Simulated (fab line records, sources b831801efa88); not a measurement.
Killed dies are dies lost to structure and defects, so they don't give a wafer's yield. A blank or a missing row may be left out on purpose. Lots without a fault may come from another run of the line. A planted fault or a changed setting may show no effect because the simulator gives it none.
fab line records | flow sky130 | part 2 of 2: steps 27 to 32 of 32
record lots=5 wafers=15 last_day=50
route steps=708 shown CAPM@538 METAL3@555
lots that met no fault: from a run of the same line without faults
start_h: hours from the record's first day to the start of the lot's first wafer shown | wait_h: hours since the lot's step before | " the same as in the row above | L1.1+2: a row that stands for several wafers | - no value, or no start given | * or withheld: withheld | < > ~ a bound
route shown NAME@n: a module of which the file shows steps, and the number in the route of the first | usual: mean/standard deviation of fault-free wafers | same: alike in all rows | chamber/n: place in a boat | sites: the reading at each site | _std_site: their standard deviation | _edge_site: outer sites' mean less inner sites' | radius_mm: how far each site lies from the wafer's centre | mask NAME#n: copy n | behind: the tool/chamber that last shaped the wafer | hold: why the lot was held/for how many hours/how that ended | device: the transistor (n, p or np) that didn't switch | end of line: the same wafers' tests at the end of the route | a step without rows: its recipe alone | killed: dies lost to structure and defects at the first sort, not the wafer's yield | map: a wafer's dies, x killed, . not, _ none there
set.NAME: the setting as run; set.NAME@STEP: as run at that earlier step | model.NAME: the simulator's own value behind a step, which no gauge read
lots at some steps of the route; a table a step, a row a wafer
services: from which hour (start_h, from the record's first day; less than 0 if before it) a tool's chamber was out of use, for how many hours, and why
## steps
# step SKY_METAL3_OVL_MEAS_14
# usual METAL3_OVL=-1/5.7
# columns lot.wafer tool chamber start_h wait_h METAL3_OVL[nm]
L074.1 overlay-02 - 903.14 0.1 -7
L074.2 " - " " -1
L074.3 " - " " 2
L083.1 overlay-02 - 975.49 0.1 1
L083.2 " - " " -2
L083.6 " - " " 0
L087.1 overlay-01 - 1001.27 0.1 -4
L087.3 " - " " -1
L087.6 " - " " 2
L092.1 overlay-02 - 1042.24 0.1 2
L092.2 " - " " 5
L092.6 " - " " 10
L094.1 overlay-01 - 1044.42 0.1 -2
L094.5 " - " " 2
L094.6 " - " " 0
# step SKY_METAL3_DESCUM_15
# recipe chemistry=O2 source_power_w=150 bias_power_w=0 pressure_mtorr=10 temp_c=40 time_s=8
# usual drypump_motor_current_A=5.7/0.37 oes_product_au=0.999/0.0079 rf_fwd_power_W=147.1/0.62
# columns lot.wafer tool chamber start_h wait_h drypump_motor_current_A oes_product_au rf_fwd_power_W rf_hours_counter_h
L074.1 rie_metal-02 0 903.18 0.0 5.1 1.000 146.1 6
L074.2 " 1 " " 6.0 1.009 148.0 8
L074.3 " 0 " " 5.1 1.012 145.9 -
L083.1 rie_metal-01 1 975.52 0.0 5.9 1.001 147.0 17
L083.2 " 1 " " 5.9 0.985 147.1 -
L083.6 " 1 " " 5.9 0.995 146.7 -
L087.1 rie_metal-02 1 1001.31 0.0 6.0 1.001 147.0 13
L087.3 " 1 " " 6.0 0.997 147.5 -
L087.6 " 0 " " 5.1 0.999 146.0 -
L092.1 rie_metal-01 0 1042.27 0.0 5.2 0.992 147.4 5
L092.2 " 1 " " 5.9 0.996 146.9 23
L092.6 " 0 " " 5.2 0.996 147.5 -
L094.1 rie_metal-01 1 1044.46 0.0 5.9 0.985 146.7 23
L094.5 " 1 " " 5.9 0.994 147.2 -
L094.6 " 0 " " 5.2 0.989 147.1 -
# step SKY_METAL3_ETCH_16
# recipe chemistry=N2/H2 target=BARC ion_energy_ev=200 bias_w=100 pressure_mtorr=30 n2_flow_sccm=100 h2_flow_sccm=200 icp_w=500 stop_on=SiO2 time_s=88.2 target_depth_a=600
# usual drypump_motor_current_A=5.7/0.37 n2_flow_sccm=99.99/0.28 oes_product_au=0.625/0.0039 rf_fwd_power_W=497.0/2 throttle_valve_pct=13.204/0.0095
# columns lot.wafer tool chamber start_h wait_h drypump_motor_current_A n2_flow_sccm oes_product_au rf_fwd_power_W rf_hours_counter_h throttle_valve_pct
L074.1 rie_metal-02 0 903.21 0.0 5.1 99.88 0.625 494.1 6 13.194
L074.2 " 1 " " 6.0 99.40 0.622 495.6 9 13.187
L074.3 " 0 " " 5.1 99.95 0.627 496.7 - 13.200
L083.1 rie_metal-01 1 975.59 0.1 5.9 99.75 0.629 497.4 17 13.203
L083.2 " 1 " " 5.9 99.88 0.623 498.7 - 13.208
L083.6 " 1 " " 5.9 99.93 0.628 496.4 - 13.206
L087.1 rie_metal-02 1 1001.34 0.0 6.0 100.14 0.619 496.8 13 13.194
L087.3 " 1 " " 6.0 100.39 0.620 495.9 - 13.205
L087.6 " 0 " " 5.1 100.04 0.626 494.1 - 13.210
L092.1 rie_metal-01 0 1042.31 0.0 5.2 100.07 0.628 497.4 5 13.199
L092.2 " 1 " " 5.9 99.66 0.618 492.7 23 13.202
L092.6 " 0 " " 5.2 99.77 0.618 498.3 - 13.203
L094.1 rie_metal-01 1 1044.49 0.0 5.9 100.00 0.624 496.8 23 13.226
L094.5 " 1 " " 5.9 99.85 0.618 498.4 - 13.203
L094.6 " 0 " " 5.2 100.28 0.632 496.9 - 13.197
# step SKY_METAL3_ETCH_17
# recipe target=SiO2 stop_on=TiN chemistry=C4F8/O2/Ar source_w=1500 bias_w=1200 pressure_mtorr=40 c4f8_flow_sccm=withheld O2_flow_sccm=6 Ar_flow_sccm=300 time_s=3.9 target_depth_a=150
# usual oes_product_au=0.753/0.0073 rf_fwd_power_W=1469/6.2
# columns lot.wafer tool chamber start_h wait_h oes_product_au rf_fwd_power_W rf_hours_counter_h
L074.1 rie_diel-03 1 903.31 0.1 0.746 1473 12
L074.2 " 3 " " 0.748 1464 6
L074.3 " 0 " " 0.739 1467 6
L083.1 rie_diel-04 3 975.78 0.2 0.748 1462 30
L083.2 " 2 " " 0.755 1456 17
L083.6 " 3 " " 0.763 1464 -
L087.1 rie_diel-04 0 1001.44 0.1 0.749 1471 20
L087.3 " 2 " " 0.741 1465 18
L087.6 " 2 " " 0.759 1465 -
L092.1 rie_diel-03 1 1042.40 0.1 0.753 1467 16
L092.2 " 3 " " 0.752 1468 9
L092.6 " 1 " " 0.745 1467 -
L094.1 rie_diel-04 0 1044.59 0.1 0.755 1470 22
L094.5 " 2 " " 0.760 1469 -
L094.6 " 0 " " 0.765 1462 -
# step SKY_METAL3_METAL_ETCH_18
# recipe target_depth_a=8450 stop_on=SiO2 over_etch_frac=0.3 time_s=183.1 chemistry=Cl2/BCl3 resist_sidewall_deg=88 pressure_mtorr=10 icp_w=900 bias_w=48.5 Cl2_flow_sccm=60 bcl3_flow_sccm=30
# usual drypump_motor_current_A=5.8/0.38 oes_product_au=0.864/0.006 rf_fwd_power_W=897.2/2.7 throttle_valve_pct=22.263/0.0099
# columns lot.wafer tool chamber start_h wait_h drypump_motor_current_A oes_product_au rf_fwd_power_W rf_hours_counter_h throttle_valve_pct
L074.1 rie_metal-03 1 903.32 0.0 5.9 0.861 895.9 8 22.263
L074.2 " 0 " " 6.1 0.867 896.0 12 22.259
L074.3 " 0 " " 6.1 0.866 896.3 - 22.261
L083.1 rie_metal-03 1 975.80 0.0 5.9 0.866 897.9 11 22.252
L083.2 " 0 " " 6.1 0.851 901.3 16 22.266
L083.6 " 1 " " 5.9 0.857 899.8 - 22.275
L087.1 rie_metal-01 0 1001.46 0.0 5.2 0.872 898.2 2 22.274
L087.3 " 0 " " 5.2 0.865 896.6 - 22.236
L087.6 " 1 " " 5.9 0.868 898.1 - 22.238
L092.1 rie_metal-03 0 1042.42 0.0 6.1 0.867 894.7 20 22.270
L092.2 " 1 " " 5.9 0.864 894.5 15 22.253
L092.6 " 0 " " 6.1 0.858 896.9 - 22.261
L094.1 rie_metal-03 1 1044.61 0.0 5.9 0.858 895.4 16 22.265
L094.5 " 0 " " 6.1 0.864 895.7 - 22.260
L094.6 " 1 " " 5.9 0.863 894.8 - 22.268
# step SKY_METAL3_STRIP_19
# recipe chemistry=O2/N2 power_w=1400 pressure_mtorr=1500 platen_temp_c=withheld o2_flow_sccm=3000 n2_flow_sccm=300 overash_fraction=0.5
# usual drypump_motor_current_A=5.5/0.31 n2_flow_sccm=299.9/1 oes_product_au=0.501/0.0048 strip_time_to_endpoint_s=6.50/0.063
# columns lot.wafer tool chamber start_h wait_h drypump_motor_current_A n2_flow_sccm oes_product_au rf_hours_counter_h strip_time_to_endpoint_s
L074.1 plasma_asher-02 1 903.50 0.1 4.7 300.7 0.506 102 6.56
L074.2 " 0 " " 5.8 300.1 0.505 102 6.55
L074.3 " 1 " " 4.7 300.9 0.498 - 6.55
L083.1 plasma_asher-03 0 975.98 0.1 5.5 298.5 0.500 52 6.46
L083.2 " 1 " " 5.6 298.8 0.500 52 6.47
L083.6 " 1 " " 5.5 299.5 0.494 - 6.47
L087.1 plasma_asher-01 0 1001.64 0.1 5.6 301.1 0.497 26 6.55
L087.3 " 0 " " 5.6 301.1 0.505 - 6.50
L087.6 " 0 " " 5.6 302.3 0.505 - 6.66
L092.1 plasma_asher-01 0 1042.60 0.1 5.6 298.9 0.514 33 6.51
L092.2 " 1 " " 5.5 299.7 0.495 33 6.50
L092.6 " 1 " " 5.5 298.2 0.498 - 6.39
L094.1 plasma_asher-01 0 1044.79 0.1 5.6 299.3 0.498 33 6.57
L094.5 " 1 " " 5.5 300.9 0.502 - 6.53
L094.6 " 0 " " 5.6 299.5 0.504 - 6.54
## services
# columns tool chamber start_h hours kind
plasma_asher-03 - 827.67 14.6 pm
krf_scanner-02 - 840.19 2.0 repair
rie_diel-04 1 845.43 15.9 repair
krf_scanner-02 - 857.36 3.6 pm
wet_bench-01 - 859.61 0.9 repair
krf_scanner-02 - 862.21 1.0 pm
rie_diel-04 0 879.29 1.7 repair
krf_scanner-02 - 883.22 6.6 repair
rie_diel-04 1 903.32 11.7 repair
rie_metal-03 0 906.95 2.2 repair
rie_metal-04 0 908.29 1.8 repair
krf_scanner-02 - 909.01 1.3 pm
iline_stepper-01 - 927.64 2.2 repair
krf_scanner-02 - 944.29 1.8 repair
iline_stepper-01 - 950.10 4.4 pm
iline_stepper-01 - 955.64 1.7 pm
rie_metal-03 - 958.19 2.8 pm
plasma_asher-03 - 959.30 0.5 repair
rie_metal-01 0 975.19 22.9 repair
rie_metal-03 - 981.81 0.2 repair
krf_scanner-02 - 983.92 3.0 repair
krf_scanner-02 - 986.90 0.8 pm
krf_scanner-02 - 999.32 4.0 pm
krf_scanner-02 - 1031.21 1.0 pm
